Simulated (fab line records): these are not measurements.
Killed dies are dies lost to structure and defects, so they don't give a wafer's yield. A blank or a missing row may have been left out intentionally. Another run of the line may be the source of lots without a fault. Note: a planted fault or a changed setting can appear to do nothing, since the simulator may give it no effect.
fab line records    flow sky130
[record] lots = 24  wafers = 72  last_day = 50
route steps=708 shown FIELD_ISO@18 POLY_GATE@218 SPACER@305 CONTACT@429 VIA2@531 METAL4@635
lots with no fault: from the same line, run without faults
start_h: start of the lot's first displayed wafer, in hours after the record's first day    wait_h: hours elapsed since this lot's preceding step    " same as the row above    L1.1+2: several wafers, shown together as one row    - no value present, or no start provided    * or withheld: withheld    < > ~ a bound
route shown NAME@n: a module of which the file shows steps, and the number in the route of the first    usual: mean/standard deviation taken from wafers without a fault    same: alike in all rows    chamber/n: place in a boat    sites: per-site readings    _std_site: standard deviation across them    _edge_site: outer sites' mean less inner sites'    radius_mm: for every site, how far away it sits from the centre of the wafer    mask NAME#n: copy n    behind: the most recent tool/chamber to have shaped the wafer    hold: why the lot went on hold/how many hours it stayed there/how the hold came to an end    device: the n, p or np transistor that did not switch    end of line: tests of these same wafers at the route's end    a step without rows: its recipe alone    killed: at the first sort, the dies lost to defects and structure; wafer yield is something else    map: dies across one wafer; x = killed, . = not, _ = none there
set.NAME: the setting as run; set.NAME@STEP: as run at that earlier step    model.NAME: the simulator's own value behind a step, which no gauge read
steps of the route over a sample of lots; a table a step, a row a wafer
services: when a tool's chamber went out of use (start_h, in hours from the record's first day, below 0 if earlier), for how many hours, and the reason
[[steps]]
[step SKY_FIELD_ISO_ETCH_17]
[recipe] target_depth_a = 3420  mask_material = Si3N4  chemistry = HBr/Cl2/O2  target = Si  taper_deg = 5  icp_w = 600  bias_w = 150  pressure_mtorr = 15  HBr_flow_sccm = 150  Cl2_flow_sccm = 40  O2_flow_sccm = 6  time_s = 97.7
[usual] bias_w = 150.0/0.41  drypump_motor_current_A = 5.6/0.42  he_backside_leak_sccm = 2.75/0.29  oes_product_au = 0.998/0.0068  throttle_valve_pct = 25.658/0.011
lot.wafer  tool       chamber  start_h  wait_h  bias_w  drypump_motor_current_A  he_backside_leak_sccm  oes_product_au  rf_hours_counter_h  throttle_valve_pct
L074.2     rie_si-01  2        29.27    0.1     150.6   6.4                      3.39                   1.004           149                 25.641
L074.3     "          0        "        "       149.5   5.5                      2.88                   0.989           40                  25.662
L074.5     "          0        "        "       149.5   5.5                      2.86                   0.996           -                   25.647
L075.2     rie_si-02  1        34.76    0.1     150.5   6.0                      2.70                   1.004           52                  25.650
L075.3     "          3        "        "       149.3   5.0                      2.69                   0.997           34                  25.653
L075.6     "          0        "        "       150.0   5.8                      2.57                   0.996           -                   25.658
L076.2     rie_si-02  0        41.46    0.1     149.7   5.8                      2.71                   1.005           72                  25.669
L076.3     "          3        "        "       149.8   4.9                      4.77                   1.002           34                  25.660
L076.5     "          1        "        "       150.2   6.0                      2.65                   1.001           -                   25.653
L077.1     rie_si-01  0        45.21    0.1     149.7   5.5                      2.79                   0.998           40                  25.648
L077.2     "          1        "        "       150.3   5.5                      2.38                   0.996           3                   25.654
L077.5     "          1        "        "       149.9   5.5                      2.49                   1.005           -                   25.653
L078.2     rie_si-01  2        52.96    0.1     150.5   6.4                      3.29                   1.000           149                 25.659
L078.3     "          3        "        "       149.2   5.7                      3.13                   0.996           111                 25.658
L078.4     "          1        "        "       150.7   5.5                      2.54                   1.016           -                   25.677
L079.1     rie_si-02  3        53.08    0.1     149.9   5.0                      2.46                   0.998           34                  25.651
L079.2     "          1        "        "       149.6   6.0                      2.69                   1.005           52                  25.650
L079.6     "          1        "        "       150.6   6.0                      2.76                   0.997           -                   25.663
L080.1     rie_si-01  1        66.31    0.1     150.2   5.5                      2.63                   1.008           3                   25.651
L080.2     "          0        "        "       150.1   5.5                      2.88                   0.998           40                  25.673
L080.3     "          2        "        "       149.5   6.4                      3.50                   1.010           149                 25.640
L081.2     rie_si-02  0        67.26    0.1     149.7   5.7                      2.73                   0.993           73                  25.653
L081.3     "          3        "        "       150.0   4.9                      2.75                   0.990           35                  25.682
L081.4     "          3        "        "       150.0   4.9                      2.46                   0.992           -                   25.635
L082.1     rie_si-01  1        74.06    0.1     150.3   5.5                      2.56                   0.997           3                   25.659
L082.2     "          2        "        "       149.8   6.4                      3.06                   1.004           149                 25.642
L082.5     "          0        "        "       149.8   5.5                      2.59                   1.003           -                   25.664
L083.1     rie_si-02  1        75.87    0.1     150.2   6.0                      2.67                   0.999           53                  25.668
L083.4     "          1        "        "       150.5   6.0                      2.62                   0.995           -                   25.659
L083.6     "          1        "        "       150.4   6.0                      2.69                   0.991           -                   25.664
L084.2     rie_si-02  3        81.96    0.1     149.3   4.9                      2.80                   0.992           35                  25.672
L084.4     "          0        "        "       150.8   5.8                      2.74                   0.987           -                   25.652
L084.5     "          1        "        "       150.7   6.0                      2.67                   0.977           -                   25.665
L085.2     rie_si-01  0        85.46    0.1     149.6   5.5                      2.66                   0.999           41                  25.662
L085.4     "          1        "        "       150.1   5.5                      2.53                   1.004           -                   25.660
L085.5     "          0        "        "       149.8   5.5                      2.81                   0.994           -                   25.673
L086.1     rie_si-01  1        90.57    0.1     150.2   5.5                      2.38                   1.009           3                   25.664
L086.2     "          0        "        "       150.0   5.5                      2.94                   0.996           41                  25.650
L086.6     "          1        "        "       150.0   5.5                      2.39                   1.002           -                   25.663
L087.1     rie_si-02  3        96.36    0.1     149.4   4.9                      2.71                   1.006           35                  25.627
L087.2     "          0        "        "       150.2   5.7                      2.68                   1.003           73                  25.659
L087.5     "          0        "        "       150.5   5.7                      2.78                   0.992           -                   25.658
L088.1     rie_si-02  0        101.92   0.1     149.3   5.7                      2.79                   0.993           73                  25.651
L088.3     "          1        "        "       149.8   6.0                      2.77                   0.990           53                  25.662
L088.6     "          3        "        "       150.6   5.0                      2.35                   0.993           -                   25.658
L089.3     rie_si-01  2        106.61   0.0     150.1   6.4                      2.95                   1.007           0                   25.653
L089.5     "          0        "        "       150.5   5.5                      2.78                   0.995           -                   25.654
L089.6     "          1        "        "       150.0   5.5                      2.51                   1.001           -                   25.647
L090.1     rie_si-02  2        115.21   0.1     150.4   6.4                      2.53                   0.995           0                   25.664
L090.2     "          1        "        "       150.6   6.0                      2.73                   0.999           53                  25.659
L090.6     "          1        "        "       150.8   6.0                      3.29                   1.000           -                   25.668
L091.1     rie_si-01  0        118.32   0.1     150.3   5.5                      2.85                   0.991           41                  25.661
L091.4     "          1        "        "       149.5   5.5                      2.51                   1.001           3                   25.652
L091.5     "          0        "        "       150.0   5.5                      2.77                   0.994           -                   25.673
L092.1     rie_si-02  3        123.51   0.1     150.0   5.0                      2.37                   0.991           35                  25.657
L092.5     "          0        "        "       149.9   5.7                      2.79                   0.997           -                   25.675
L092.6     "          3        "        "       150.0   5.0                      2.55                   0.997           -                   25.676
L093.1     rie_si-02  3        129.22   0.1     149.8   4.9                      2.61                   0.993           35                  25.681
L093.4     "          0        "        "       149.7   5.8                      2.66                   0.987           -                   25.656
L093.6     "          1        "        "       150.4   6.0                      2.68                   0.992           -                   25.684
L094.1     rie_si-02  0        133.46   0.1     149.2   5.7                      2.72                   0.996           73                  25.639
L094.2     "          3        "        "       150.3   5.0                      2.52                   0.988           35                  25.659
L094.6     "          3        "        "       149.3   4.9                      2.49                   1.000           -                   25.666
L095.1     rie_si-02  1        138.26   0.1     150.1   6.0                      2.66                   1.007           53                  25.661
L095.3     "          3        "        "       149.9   4.9                      2.41                   1.010           35                  25.663
L095.6     "          1        "        "       150.5   6.0                      2.62                   1.004           -                   25.661
L096.1     rie_si-02  1        143.12   0.1     150.6   6.0                      2.68                   1.002           53                  25.659
L096.2     "          3        "        "       149.6   4.9                      2.42                   0.995           35                  25.658
L096.5     "          1        "        "       150.2   6.0                      2.69                   0.999           -                   25.645
L097.3     rie_si-01  2        149.21   0.0     149.3   6.4                      2.87                   0.996           0                   25.662
L097.5     "          2        "        "       150.2   6.4                      3.12                   1.001           -                   25.660
L097.6     "          1        "        "       150.8   5.5                      2.41                   0.997           -                   25.674
[step SKY_POLY_GATE_THK_MEAS_04]
[recipe] reads = Si3N4_of_POLY_GATE_CVD_03
[usual] POLY_GATE_CVD_03_THK = 74.6/0.68
lot.wafer  tool           chamber  start_h  wait_h  POLY_GATE_CVD_03_THK[nm]
L074.2     film_metro-01  -        376.36   0.0     73.4
L074.3     "              -        "        "       73.8
L074.5     "              -        "        "       74.2
L077.1     film_metro-04  -        376.37   0.0     74.8
L077.2     "              -        "        "       75.1
L077.5     "              -        "        "       74.8
L075.2     film_metro-01  -        376.42   0.1     74.5
L075.3     "              -        "        "       74.3
L075.6     "              -        "        "       73.6
L076.2     film_metro-03  -        376.42   0.1     74.7
L076.3     "              -        "        "       73.9
L076.5     "              -        "        "       74.3
L079.1     film_metro-04  -        376.43   0.1     75.0
L079.2     "              -        "        "       75.6
L079.6     "              -        "        "       75.5
L078.2     film_metro-03  -        377.72   0.0     75.2
L078.3     "              -        "        "       74.8
L078.4     "              -        "        "       74.8
L080.1     film_metro-01  -        402.62   0.0     75.0
L080.2     "              -        "        "       74.9
L080.3     "              -        "        "       75.4
L081.2     film_metro-03  -        405.77   0.0     76.0
L081.3     "              -        "        "       75.0
L081.4     "              -        "        "       75.4
L082.1     film_metro-04  -        412.21   0.0     75.1
L082.2     "              -        "        "       74.8
L082.5     "              -        "        "       75.7
L083.1     film_metro-01  -        418.39   0.0     74.0
L083.4     "              -        "        "       73.9
L083.6     "              -        "        "       75.3
L085.2     film_metro-04  -        430.71   0.0     74.4
L085.4     "              -        "        "       74.3
L085.5     "              -        "        "       74.3
L084.2     film_metro-01  -        432.17   0.0     75.2
L084.4     "              -        "        "       76.2
L084.5     "              -        "        "       74.3
L086.1     film_metro-03  -        446.77   0.0     74.8
L086.2     "              -        "        "       74.6
L086.6     "              -        "        "       74.1
L087.1     film_metro-04  -        450.95   0.0     74.9
L087.2     "              -        "        "       74.7
L087.5     "              -        "        "       75.3
L088.1     film_metro-01  -        457.49   0.0     74.2
L088.3     "              -        "        "       74.2
L088.6     "              -        "        "       74.4
L089.3     film_metro-01  -        467.67   0.0     76.0
L089.5     "              -        "        "       75.8
L089.6     "              -        "        "       75.2
L090.1     film_metro-01  -        486.26   0.0     75.4
L090.2     "              -        "        "       75.3
L090.6     "              -        "        "       75.4
L091.1     film_metro-01  -        488.81   0.0     74.7
L091.4     "              -        "        "       75.7
L091.5     "              -        "        "       75.4
L092.1     film_metro-04  -        502.55   0.0     74.3
L092.5     "              -        "        "       74.3
L092.6     "              -        "        "       73.7
L093.1     film_metro-01  -        506.02   0.0     73.1
L093.4     "              -        "        "       74.2
L093.6     "              -        "        "       73.6
L094.1     film_metro-01  -        515.22   0.0     73.9
L094.2     "              -        "        "       73.8
L094.6     "              -        "        "       74.5
L095.1     film_metro-03  -        524.04   0.0     73.4
L095.3     "              -        "        "       74.2
L095.6     "              -        "        "       73.4
L096.1     film_metro-01  -        527.74   0.0     73.9
L096.2     "              -        "        "       74.9
L096.5     "              -        "        "       74.8
L097.3     film_metro-03  -        537.96   0.0     73.4
L097.5     "              -        "        "       74.1
L097.6     "              -        "        "       74.4
[step SKY_SPACER_THK_MEAS_01]
[recipe] reads = Si3N4_of_SPACER_CVD_00
[usual] SPACER_CVD_00_THK = 43.1/0.32
lot.wafer  tool           chamber  start_h  wait_h  SPACER_CVD_00_THK[nm]
L074.2     film_metro-02  -        560.55   0.0     43.4
L074.3     "              -        "        "       42.9
L074.5     "              -        "        "       43.1
L077.1     film_metro-02  -        565.05   0.0     43.8
L077.2     "              -        "        "       43.4
L077.5     "              -        "        "       43.8
L075.2     film_metro-04  -        565.06   0.0     43.1
L075.3     "              -        "        "       43.1
L075.6     "              -        "        "       43.2
L076.2     film_metro-03  -        565.06   0.0     42.3
L076.3     "              -        "        "       42.8
L076.5     "              -        "        "       42.4
L079.1     film_metro-03  -        566.26   0.0     43.0
L079.2     "              -        "        "       43.1
L079.6     "              -        "        "       43.3
L078.2     film_metro-04  -        566.27   0.0     42.9
L078.3     "              -        "        "       42.9
L078.4     "              -        "        "       42.6
L080.1     film_metro-02  -        591.60   0.0     42.4
L080.2     "              -        "        "       42.3
L080.3     "              -        "        "       42.7
L081.2     film_metro-03  -        592.82   0.0     43.0
L081.3     "              -        "        "       43.1
L081.4     "              -        "        "       43.1
L082.1     film_metro-04  -        599.04   0.0     42.8
L082.2     "              -        "        "       43.0
L082.5     "              -        "        "       43.3
L083.1     film_metro-03  -        603.99   0.0     42.9
L083.4     "              -        "        "       42.9
L083.6     "              -        "        "       42.8
L085.2     film_metro-03  -        616.30   0.0     43.3
L085.4     "              -        "        "       42.7
L085.5     "              -        "        "       43.3
L084.2     film_metro-03  -        618.81   0.0     43.1
L084.4     "              -        "        "       43.3
L084.5     "              -        "        "       43.5
L086.1     film_metro-02  -        631.64   0.0     43.5
L086.2     "              -        "        "       42.9
L086.6     "              -        "        "       43.2
L087.1     film_metro-04  -        634.59   0.0     42.8
L087.2     "              -        "        "       43.1
L087.5     "              -        "        "       43.0
L088.1     film_metro-04  -        640.84   0.0     43.1
L088.3     "              -        "        "       42.9
L088.6     "              -        "        "       43.0
L089.3     film_metro-02  -        650.62   0.0     43.2
L089.5     "              -        "        "       43.2
L089.6     "              -        "        "       43.2
L090.1     film_metro-02  -        668.80   0.0     43.0
L090.2     "              -        "        "       43.3
L090.6     "              -        "        "       43.3
L091.1     film_metro-02  -        671.25   0.0     43.0
L091.4     "              -        "        "       43.3
L091.5     "              -        "        "       43.3
L092.1     film_metro-04  -        688.57   0.0     42.8
L092.5     "              -        "        "       42.8
L092.6     "              -        "        "       42.5
L093.1     film_metro-02  -        688.57   0.0     42.6
L093.4     "              -        "        "       43.1
L093.6     "              -        "        "       42.5
L094.1     film_metro-03  -        699.57   0.0     42.8
L094.2     "              -        "        "       43.2
L094.6     "              -        "        "       43.1
L095.1     film_metro-02  -        702.80   0.0     43.4
L095.3     "              -        "        "       43.4
L095.6     "              -        "        "       43.6
L096.1     film_metro-02  -        707.35   0.0     42.9
L096.2     "              -        "        "       42.7
L096.5     "              -        "        "       43.1
L097.3     film_metro-03  -        718.25   0.0     43.2
L097.5     "              -        "        "       43.8
L097.6     "              -        "        "       43.5
[step SKY_CONTACT_SPUTTER_23]
[recipe] material = TiN  target_thk_nm = 20  chamber_pressure_pa = 5  power_w = 4000  time_s = 80
[usual] throttle_valve_pct = 30.0/1.1
lot.wafer  tool            chamber  start_h  wait_h  throttle_valve_pct
L074.2     pvd_sputter-04  -        764.03   0.0     31.3
L074.3     "               -        "        "       29.0
L074.5     "               -        "        "       31.1
L076.2     pvd_sputter-04  -        766.59   0.0     27.9
L076.3     "               -        "        "       29.0
L076.5     "               -        "        "       29.3
L075.2     pvd_sputter-01  -        768.28   0.0     30.5
L075.3     "               -        "        "       30.1
L075.6     "               -        "        "       30.7
L077.1     pvd_sputter-03  -        768.69   0.0     31.6
L077.2     "               -        "        "       30.4
L077.5     "               -        "        "       28.8
L078.2     pvd_sputter-01  -        770.38   0.0     31.1
L078.3     "               -        "        "       29.7
L078.4     "               -        "        "       30.3
L079.1     pvd_sputter-04  -        771.08   0.0     30.7
L079.2     "               -        "        "       30.8
L079.6     "               -        "        "       27.9
L080.1     pvd_sputter-01  -        792.34   0.0     30.6
L080.2     "               -        "        "       30.2
L080.3     "               -        "        "       30.7
L081.2     pvd_sputter-01  -        793.25   0.0     30.5
L081.3     "               -        "        "       30.4
L081.4     "               -        "        "       30.4
L082.1     pvd_sputter-04  -        799.67   0.0     29.2
L082.2     "               -        "        "       30.8
L082.5     "               -        "        "       28.8
L083.1     pvd_sputter-03  -        801.90   0.0     28.4
L083.4     "               -        "        "       31.6
L083.6     "               -        "        "       28.8
L085.2     pvd_sputter-04  -        813.87   0.0     30.7
L085.4     "               -        "        "       29.1
L085.5     "               -        "        "       28.9
L084.2     pvd_sputter-01  -        815.12   0.0     30.4
L084.4     "               -        "        "       30.4
L084.5     "               -        "        "       30.3
L086.1     pvd_sputter-01  -        828.58   0.0     30.2
L086.2     "               -        "        "       30.6
L086.6     "               -        "        "       30.5
L087.1     pvd_sputter-04  -        828.88   0.0     30.9
L087.2     "               -        "        "       29.2
L087.5     "               -        "        "       30.8
L088.1     pvd_sputter-01  -        836.77   0.0     30.9
L088.3     "               -        "        "       30.4
L088.6     "               -        "        "       31.0
L089.3     pvd_sputter-04  -        843.66   0.0     29.0
L089.5     "               -        "        "       29.1
L089.6     "               -        "        "       27.8
L090.1     pvd_sputter-04  -        861.03   0.0     28.0
L090.2     "               -        "        "       31.1
L090.6     "               -        "        "       30.9
L091.1     pvd_sputter-04  -        865.31   0.0     27.8
L091.4     "               -        "        "       30.7
L091.5     "               -        "        "       29.2
L092.1     pvd_sputter-04  -        882.17   0.0     27.9
L092.5     "               -        "        "       30.9
L092.6     "               -        "        "       28.0
L093.1     pvd_sputter-01  -        882.48   0.0     30.4
L093.4     "               -        "        "       30.8
L093.6     "               -        "        "       30.2
L094.1     pvd_sputter-04  -        889.22   0.0     27.8
L094.2     "               -        "        "       30.9
L094.6     "               -        "        "       31.0
L095.1     pvd_sputter-01  -        893.59   0.0     30.9
L095.3     "               -        "        "       30.5
L095.6     "               -        "        "       30.8
L096.1     pvd_sputter-04  -        895.87   0.0     27.9
L096.2     "               -        "        "       30.9
L096.5     "               -        "        "       31.0
L097.3     pvd_sputter-04  -        908.29   0.0     27.8
L097.5     "               -        "        "       31.1
L097.6     "               -        "        "       27.9
[step SKY_VIA2_CMP_24]
[recipe] stop_on = SiO2  t_overpolish_s = 20  down_force_psi = 3.5  platen_rpm = 60  target_thk_nm = 0  pad_velocity_m_s = 0.94248
[usual] head_pressure_psi = 3.501/0.0068  motor_current_A = 10.8/0.67  overpolish_run_s = 20.001/0.0092  time_to_endpoint_s = 102/3.2
lot.wafer  tool    chamber  start_h  wait_h  head_pressure_psi  motor_current_A  overpolish_run_s  time_to_endpoint_s
L074.3     cmp-02  0        874.84   0.1     3.499              11.5             20.004            106
L074.2     "       1        "        "       3.495              11.6             20.006            105
L074.5     "       3        "        "       3.501              10.0             20.009            107
L076.3     cmp-02  3        881.45   0.7     3.498              10.5             19.997            104
L076.2     "       0        "        "       3.498              11.3             20.017            107
L076.5     "       1        "        "       3.517              11.3             19.998            104
L075.3     cmp-02  3        882.05   1.0     3.497              10.9             19.998            98
L075.2     "       0        "        "       3.500              11.5             19.990            99
L075.6     "       1        "        "       3.503              11.2             20.017            97
L077.2     cmp-02  3        882.25   1.0     3.498              10.9             20.011            109
L077.1     "       1        "        "       3.502              11.3             20.003            103
L077.5     "       3        "        "       3.516              10.5             20.007            102
L078.4     cmp-02  3        883.75   0.6     3.506              9.9              19.994            101
L078.2     "       1        "        "       3.502              11.6             20.012            98
L078.3     "       2        "        "       3.516              10.5             19.991            105
L079.1     cmp-02  0        884.05   0.1     3.501              11.2             19.999            105
L079.2     "       2        "        "       3.500              10.6             19.994            100
L079.6     "       1        "        "       3.511              12.3             20.011            100
L080.3     cmp-01  2        901.95   0.0     3.517              10.8             20.005            104
L080.1     "       3        "        "       3.501              10.0             19.993            99
L080.2     "       0        "        "       3.509              11.5             20.005            100
L081.4     cmp-02  0        904.04   0.0     3.487              11.3             20.008            104
L081.2     "       1        "        "       3.505              12.0             20.002            102
L081.3     "       2        "        "       3.505              9.8              19.992            104
L082.2     cmp-01  0        910.68   0.1     3.498              10.9             19.978            107
L082.1     "       1        "        "       3.510              10.7             20.013            97
L082.5     "       2        "        "       3.502              10.2             20.011            103
L083.1     cmp-02  0        911.58   0.1     3.502              11.2             19.987            101
L083.4     "       3        "        "       3.507              10.9             19.997            98
L083.6     "       1        "        "       3.497              11.3             19.999            101
L085.2     cmp-01  2        922.18   0.0     3.498              10.4             20.003            102
L085.4     "       3        "        "       3.505              9.7              19.988            101
L085.5     "       3        "        "       3.500              9.3              19.997            104
L084.4     cmp-01  3        922.59   0.0     3.495              9.8              19.998            100
L084.2     "       2        "        "       3.503              11.3             20.001            103
L084.5     "       0        "        "       3.496              11.3             20.020            103
L086.1     cmp-02  2        937.22   0.1     3.505              10.3             19.990            104
L086.2     "       1        "        "       3.491              11.4             20.011            99
L086.6     "       3        "        "       3.495              10.8             19.994            104
L087.1     cmp-02  2        938.74   0.1     3.502              10.0             19.998            98
L087.2     "       3        "        "       3.493              10.0             19.994            100
L087.5     "       2        "        "       3.494              10.2             20.003            101
L088.1     cmp-02  0        944.18   0.1     3.501              11.4             20.005            97
L088.3     "       1        "        "       3.496              12.1             20.000            101
L088.6     "       0        "        "       3.505              10.4             19.985            101
L089.3     cmp-02  1        950.97   0.0     3.507              12.0             20.008            97
L089.5     "       1        "        "       3.495              11.5             20.025            97
L089.6     "       2        "        "       3.507              10.2             20.012            105
L090.2     cmp-01  0        966.93   0.1     3.498              11.1             20.000            96
L090.1     "       1        "        "       3.505              10.9             20.012            98
L090.6     "       1        "        "       3.507              10.7             19.996            97
L091.1     cmp-02  0        971.34   0.1     3.509              10.9             19.993            105
L091.4     "       1        "        "       3.502              12.0             19.987            102
L091.5     "       0        "        "       3.506              11.3             20.005            106
L092.1     cmp-02  0        987.08   0.1     3.497              11.5             19.990            103
L092.5     "       0        "        "       3.492              10.3             19.998            102
L092.6     "       1        "        "       3.500              11.7             20.004            97
L093.4     cmp-01  3        988.88   0.0     3.506              9.9              20.015            103
L093.1     "       1        "        "       3.504              11.2             19.992            100
L093.6     "       3        "        "       3.510              9.7              20.007            100
L094.1     cmp-01  0        993.02   0.1     3.503              11.0             20.009            98
L094.2     "       1        "        "       3.509              11.3             19.990            98
L094.6     "       3        "        "       3.501              10.2             19.998            98
L095.1     cmp-02  3        996.87   0.1     3.503              10.3             20.001            101
L095.3     "       0        "        "       3.500              11.3             19.994            103
L095.6     "       2        "        "       3.500              9.8              19.997            105
L096.1     cmp-02  1        999.51   0.1     3.501              11.7             19.997            102
L096.2     "       2        "        "       3.482              10.2             20.010            106
L096.5     "       0        "        "       3.500              11.3             19.999            105
L097.3     cmp-02  2        1010.08  0.1     3.501              10.4             19.999            101
L097.6     "       1        "        "       3.507              11.4             19.985            98
L097.5     "       2        "        "       3.507              10.2             19.992            103
[step SKY_METAL4_STRIP_19]
[recipe] chemistry = O2/N2  power_w = 1400  pressure_mtorr = 1500  platen_temp_c = withheld  o2_flow_sccm = 3000  n2_flow_sccm = 300  overash_fraction = 0.5
[usual] drypump_motor_current_A = 5.8/0.38  oes_product_au = 0.501/0.0054  strip_time_to_endpoint_s = 6.51/0.074
lot.wafer  tool             chamber  start_h  wait_h  drypump_motor_current_A  oes_product_au  rf_hours_counter_h  strip_time_to_endpoint_s
L074.2     plasma_asher-01  0        1001.23  0.1     6.1                      0.500           25                  6.46
L074.3     "                0        "        "       6.1                      0.506           -                   6.56
L074.5     "                0        "        "       6.1                      0.508           -                   6.61
L076.2     plasma_asher-04  0        1006.86  0.2     5.7                      0.494           119                 6.54
L076.3     "                0        "        "       5.7                      0.502           -                   6.56
L076.5     "                1        "        "       6.6                      0.496           -                   6.56
L077.1     plasma_asher-01  0        1007.03  0.1     6.1                      0.509           25                  6.62
L077.2     "                1        "        "       5.6                      0.499           25                  6.53
L077.5     "                0        "        "       6.1                      0.500           -                   6.57
L075.2     plasma_asher-01  1        1008.26  0.2     5.5                      0.496           25                  6.53
L075.3     "                0        "        "       6.1                      0.499           -                   6.50
L075.6     "                0        "        "       6.1                      0.502           -                   6.48
L078.2     plasma_asher-01  0        1010.41  0.1     6.1                      0.494           26                  6.39
L078.3     "                0        "        "       6.1                      0.501           -                   6.48
L078.4     "                1        "        "       5.5                      0.495           -                   6.48
L079.1     plasma_asher-04  0        1011.36  0.1     5.8                      0.506           120                 6.57
L079.2     "                1        "        "       6.6                      0.508           120                 6.67
L079.6     "                0        "        "       5.7                      0.506           -                   6.57
L080.1     plasma_asher-04  0        1026.63  0.1     5.7                      0.506           121                 6.49
L080.2     "                1        "        "       6.6                      0.507           121                 6.52
L080.3     "                0        "        "       5.6                      0.502           -                   6.48
L081.2     plasma_asher-03  0        1029.93  0.1     5.8                      0.509           95                  6.44
L081.3     "                0        "        "       5.8                      0.504           -                   6.43
L081.4     "                1        "        "       5.3                      0.496           -                   6.46
L082.1     plasma_asher-04  0        1034.33  0.1     5.7                      0.502           122                 6.41
L082.2     "                1        "        "       6.6                      0.500           122                 6.50
L082.5     "                0        "        "       5.7                      0.495           -                   6.41
L083.1     plasma_asher-04  0        1036.28  0.1     5.7                      0.504           122                 6.54
L083.4     "                1        "        "       6.5                      0.502           -                   6.55
L083.6     "                0        "        "       5.7                      0.502           -                   6.55
L085.2     plasma_asher-01  1        1043.78  0.1     5.6                      0.507           29                  6.55
L085.4     "                0        "        "       6.1                      0.504           -                   6.51
L085.5     "                0        "        "       6.1                      0.495           -                   6.45
L084.2     plasma_asher-01  0        1044.93  0.1     6.1                      0.495           29                  6.59
L084.4     "                1        "        "       5.6                      0.506           -                   6.62
L084.5     "                0        "        "       6.1                      0.501           -                   6.54
L086.1     plasma_asher-03  1        1059.81  0.1     5.3                      0.502           99                  6.54
L086.2     "                0        "        "       5.8                      0.492           99                  6.55
L086.6     "                0        "        "       5.8                      0.499           -                   6.51
L087.1     plasma_asher-03  1        1060.94  0.2     5.3                      0.509           100                 6.57
L087.2     "                0        "        "       5.8                      0.500           100                 6.46
L087.5     "                1        "        "       5.3                      0.497           -                   6.46
L088.1     plasma_asher-03  1        1063.94  0.1     5.3                      0.496           101                 6.41
L088.3     "                0        "        "       5.8                      0.494           -                   6.42
L088.6     "                1        "        "       5.3                      0.502           -                   6.38
L089.3     plasma_asher-01  0        1069.56  0.1     6.1                      0.499           -                   6.40
L089.5     "                1        "        "       5.6                      0.510           -                   6.51
L089.6     "                0        "        "       6.1                      0.503           -                   6.40
L090.1     plasma_asher-01  1        1085.43  0.1     5.5                      0.497           33                  6.42
L090.2     "                0        "        "       6.1                      0.497           33                  6.32
L090.6     "                0        "        "       6.1                      0.494           -                   6.41
L091.1     plasma_asher-03  0        1089.28  0.1     5.8                      0.499           103                 6.49
L091.4     "                1        "        "       5.3                      0.498           -                   6.53
L091.5     "                1        "        "       5.3                      0.496           -                   6.53
L092.1     plasma_asher-01  1        1107.78  0.1     5.6                      0.493           36                  6.44
L092.5     "                0        "        "       6.1                      0.504           -                   6.53
L092.6     "                1        "        "       5.5                      0.496           -                   6.45
L093.1     plasma_asher-01  0        1108.48  0.1     6.1                      0.504           36                  6.58
L093.4     "                1        "        "       5.6                      0.506           -                   6.65
L093.6     "                0        "        "       6.1                      0.507           -                   6.71
L094.1     plasma_asher-03  1        1108.93  0.1     5.3                      0.503           105                 6.57
L094.2     "                0        "        "       5.8                      0.504           105                 6.61
L094.6     "                1        "        "       5.3                      0.513           -                   6.66
L095.1     plasma_asher-01  1        1110.43  0.1     5.6                      0.508           37                  6.45
L095.3     "                1        "        "       5.6                      0.503           -                   6.42
L095.6     "                1        "        "       5.5                      0.494           -                   6.44
L096.1     plasma_asher-01  1        1113.33  0.1     5.6                      0.503           37                  6.48
L096.2     "                0        "        "       6.1                      0.498           37                  6.47
L096.5     "                1        "        "       5.6                      0.499           -                   6.49
L097.3     plasma_asher-01  1        1123.61  0.1     5.6                      0.490           -                   6.42
L097.5     "                0        "        "       6.1                      0.504           -                   6.49
L097.6     "                1        "        "       5.6                      0.495           -                   6.37
[[services]]
tool    chamber  start_h  hours  kind
cmp-02  -        36.85    1.9    repair
cmp-02  -        64.00    4.0    pm
cmp-02  -        79.41    6.4    pm
cmp-02  -        151.75   5.9    pm
cmp-02  -        161.91   0.8    repair
cmp-02  -        185.94   4.6    repair
cmp-02  -        246.48   5.6    repair
cmp-02  -        263.75   0.4    repair
cmp-02  -        267.11   1.7    repair
cmp-02  -        301.80   0.4    repair
cmp-02  -        334.95   1.6    repair
cmp-02  -        404.00   4.0    pm
cmp-02  -        456.33   0.6    repair
cmp-02  -        494.10   0.8    repair
cmp-02  -        499.57   0.4    repair
cmp-02  -        514.16   1.6    repair
cmp-02  -        520.75   3.3    pm
cmp-02  -        526.50   1.4    repair
cmp-02  -        605.93   7.5    pm
cmp-02  -        649.21   0.5    repair
cmp-02  -        656.94   3.5    repair
cmp-02  -        689.49   1.9    repair
cmp-02  -        735.56   4.7    pm
cmp-02  -        744.26   4.0    pm
[[key]]
fault none
